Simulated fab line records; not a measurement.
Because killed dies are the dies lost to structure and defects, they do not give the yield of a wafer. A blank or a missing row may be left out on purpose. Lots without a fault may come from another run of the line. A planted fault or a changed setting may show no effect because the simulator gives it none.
Split-lot study / flow sfqLine / route with 325 steps; 5 lots, 23 wafers read

SPLIT DETAILS
At SFQ_TRILAYER_R5_BARC_OPEN_METAL_ETCH_177 (etches BARC in O2, target depth 125 nm, time 41.7 s), the setting timeS was moved away from the recipe's 41.7 s on 10 of the 23 wafers read, by -6.1% to +11.9%. All remaining wafers had this setting at the recipe value.

Between the split and the reading, the file records no step.

THE READING
KrF_of_TRILAYER_R5_LITHO_COAT_136.thkNm (the simulator's own value, which no gauge read), in nm, at SFQ_TRILAYER_R5_ETCH_METAL_ETCH_139 (etches the open film in Cl2, stops on SiO2, target depth 60 nm, time 40 s). There is no usual value for it anywhere in the file. The 13 wafers here that ran the recipe average 498.3 nm, standard deviation 1.3 nm.

wafer=L075.2; tool, chamber at the split=rieMetal-03, 0; timeS as run, s=41.7; against the recipe=recipe; KrF_of_TRILAYER_R5_LITHO_COAT_136.thkNm, nm=496.8; against lot-mates on the recipe=-
wafer=L075.3; tool, chamber at the split=rieMetal-03, 0; timeS as run, s=44.21; against the recipe=+6.0%; KrF_of_TRILAYER_R5_LITHO_COAT_136.thkNm, nm=493.3; against lot-mates on the recipe=-4.2
wafer=L075.4; tool, chamber at the split=rieMetal-03, 1; timeS as run, s=41.7; against the recipe=recipe; KrF_of_TRILAYER_R5_LITHO_COAT_136.thkNm, nm=498.2; against lot-mates on the recipe=-
wafer=L075.5; tool, chamber at the split=rieMetal-03, 0; timeS as run, s=44.21; against the recipe=+6.0%; KrF_of_TRILAYER_R5_LITHO_COAT_136.thkNm, nm=493.9; against lot-mates on the recipe=-3.6
wafer=L075.6; tool, chamber at the split=rieMetal-03, 1; timeS as run, s=44.21; against the recipe=+6.0%; KrF_of_TRILAYER_R5_LITHO_COAT_136.thkNm, nm=493.6; against lot-mates on the recipe=-3.9
wafer=L077.1; tool, chamber at the split=rieMetal-04, 1; timeS as run, s=41.7; against the recipe=recipe; KrF_of_TRILAYER_R5_LITHO_COAT_136.thkNm, nm=496.3; against lot-mates on the recipe=-
wafer=L077.2; tool, chamber at the split=rieMetal-04, 0; timeS as run, s=39.17; against the recipe=-6.1%; KrF_of_TRILAYER_R5_LITHO_COAT_136.thkNm, nm=499.5; against lot-mates on the recipe=+2.6
wafer=L077.4; tool, chamber at the split=rieMetal-04, 1; timeS as run, s=39.17; against the recipe=-6.1%; KrF_of_TRILAYER_R5_LITHO_COAT_136.thkNm, nm=500.1; against lot-mates on the recipe=+3.2
wafer=L077.5; tool, chamber at the split=rieMetal-04, 0; timeS as run, s=41.7; against the recipe=recipe; KrF_of_TRILAYER_R5_LITHO_COAT_136.thkNm, nm=497.4; against lot-mates on the recipe=-
wafer=L077.6; tool, chamber at the split=rieMetal-04, 1; timeS as run, s=39.17; against the recipe=-6.1%; KrF_of_TRILAYER_R5_LITHO_COAT_136.thkNm, nm=501.6; against lot-mates on the recipe=+4.8
wafer=L079.1; tool, chamber at the split=rieMetal-02, 0; timeS as run, s=41.7; against the recipe=recipe; KrF_of_TRILAYER_R5_LITHO_COAT_136.thkNm, nm=498.1; against lot-mates on the recipe=-
wafer=L079.4; tool, chamber at the split=rieMetal-02, 0; timeS as run, s=41.7; against the recipe=recipe; KrF_of_TRILAYER_R5_LITHO_COAT_136.thkNm, nm=498.5; against lot-mates on the recipe=-
wafer=L079.6; tool, chamber at the split=rieMetal-02, 1; timeS as run, s=41.7; against the recipe=recipe; KrF_of_TRILAYER_R5_LITHO_COAT_136.thkNm, nm=497.3; against lot-mates on the recipe=-
wafer=L080.1; tool, chamber at the split=rieMetal-04, 0; timeS as run, s=43.93; against the recipe=+5.3%; KrF_of_TRILAYER_R5_LITHO_COAT_136.thkNm, nm=493.9; against lot-mates on the recipe=-4.1
wafer=L080.2; tool, chamber at the split=rieMetal-04, 1; timeS as run, s=41.7; against the recipe=recipe; KrF_of_TRILAYER_R5_LITHO_COAT_136.thkNm, nm=497.1; against lot-mates on the recipe=-
wafer=L080.3; tool, chamber at the split=rieMetal-04, 1; timeS as run, s=41.7; against the recipe=recipe; KrF_of_TRILAYER_R5_LITHO_COAT_136.thkNm, nm=498.8; against lot-mates on the recipe=-
wafer=L080.5; tool, chamber at the split=rieMetal-04, 1; timeS as run, s=41.7; against the recipe=recipe; KrF_of_TRILAYER_R5_LITHO_COAT_136.thkNm, nm=498; against lot-mates on the recipe=-
wafer=L080.6; tool, chamber at the split=rieMetal-04, 0; timeS as run, s=43.93; against the recipe=+5.3%; KrF_of_TRILAYER_R5_LITHO_COAT_136.thkNm, nm=493.7; against lot-mates on the recipe=-4.3
wafer=L084.1; tool, chamber at the split=rieMetal-02, 0; timeS as run, s=41.7; against the recipe=recipe; KrF_of_TRILAYER_R5_LITHO_COAT_136.thkNm, nm=500.4; against lot-mates on the recipe=-
wafer=L084.2; tool, chamber at the split=rieMetal-02, 1; timeS as run, s=41.7; against the recipe=recipe; KrF_of_TRILAYER_R5_LITHO_COAT_136.thkNm, nm=500.9; against lot-mates on the recipe=-
wafer=L084.3; tool, chamber at the split=rieMetal-02, 1; timeS as run, s=46.67; against the recipe=+11.9%; KrF_of_TRILAYER_R5_LITHO_COAT_136.thkNm, nm=491; against lot-mates on the recipe=-9.3
wafer=L084.5; tool, chamber at the split=rieMetal-02, 1; timeS as run, s=41.7; against the recipe=recipe; KrF_of_TRILAYER_R5_LITHO_COAT_136.thkNm, nm=499.6; against lot-mates on the recipe=-
wafer=L084.6; tool, chamber at the split=rieMetal-02, 0; timeS as run, s=46.67; against the recipe=+11.9%; KrF_of_TRILAYER_R5_LITHO_COAT_136.thkNm, nm=494.9; against lot-mates on the recipe=-5.4

THE FIT
A straight line over all 23 wafers: KrF_of_TRILAYER_R5_LITHO_COAT_136.thkNm changes by -0.505 nm for each +1% of timeS; r = -0.86; the points scatter about the line by 1.5 nm.
The same after taking each lot's own level away (the mean of its wafers on the recipe; 23 wafers): -0.626 nm for each +1%; r = -0.96; scatter 0.88 nm.
That fit puts the effect of the largest move of timeS on the reading at 7.5 nm.
Measured against the standard deviation above, the lots' own levels, which go from 496.85 to 500.30 nm, span 2.6 times it.
So the slope is not independent of the lot-to-lot level: the two fits are not the same.
Check: -6.98 nm against its lot-mates is what the line predicts for one of the wafers moved furthest among these (+11.9%) when that wafer is left out of the fit. It came out at -9.3 nm against them.

THE OTHER SPLITS THESE WAFERS WENT THROUGH
Other splits were also applied to these wafers ahead of the reading. Each is held against what the fit with the lots' levels taken away leaves over:
other split on the same wafers=SFQ_TRILAYER_JJ_CE_ETCH_RIE_118 biasW; wafers away from the commonest value=7; r with KrF_of_TRILAYER_R5_LITHO_COAT_136.thkNm (lot level and that fit taken away)=-0.13
other split on the same wafers=SFQ_TRILAYER_M5_LITHO_EXPOSE_124 doseMj; wafers away from the commonest value=6; r with KrF_of_TRILAYER_R5_LITHO_COAT_136.thkNm (lot level and that fit taken away)=-0.14
other split on the same wafers=SFQ_TRILAYER_R5_LITHO_EXPOSE_137 doseMj; wafers away from the commonest value=8; r with KrF_of_TRILAYER_R5_LITHO_COAT_136.thkNm (lot level and that fit taken away)=+0.23

THE WHOLE CHAIN: every reading that the file lists as answering this split, in the file's order
step=SFQ_TRILAYER_R5_BARC_OPEN_METAL_ETCH_177; what it does=etches BARC in O2, target depth 125 nm, time 41.7 s; reading=KrF_of_TRILAYER_R5_LITHO_COAT_136.thkNm (the simulator's own value, which no gauge read); change (the file's fit)=-0.627 nm for each +1% of the setting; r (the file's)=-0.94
step=SFQ_TRILAYER_R5_ETCH_METAL_ETCH_139; what it does=etches the open film in Cl2, stops on SiO2, target depth 60 nm, time 40 s; reading=KrF_of_TRILAYER_R5_LITHO_COAT_136.thkNm (the simulator's own value, which no gauge read); change (the file's fit)=-0.635 nm for each +1% of the setting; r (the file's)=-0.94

THE FILE'S OWN FIT
KrF_of_TRILAYER_R5_LITHO_COAT_136.thkNm changes by -0.635 nm for each +1% of timeS, r = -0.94.
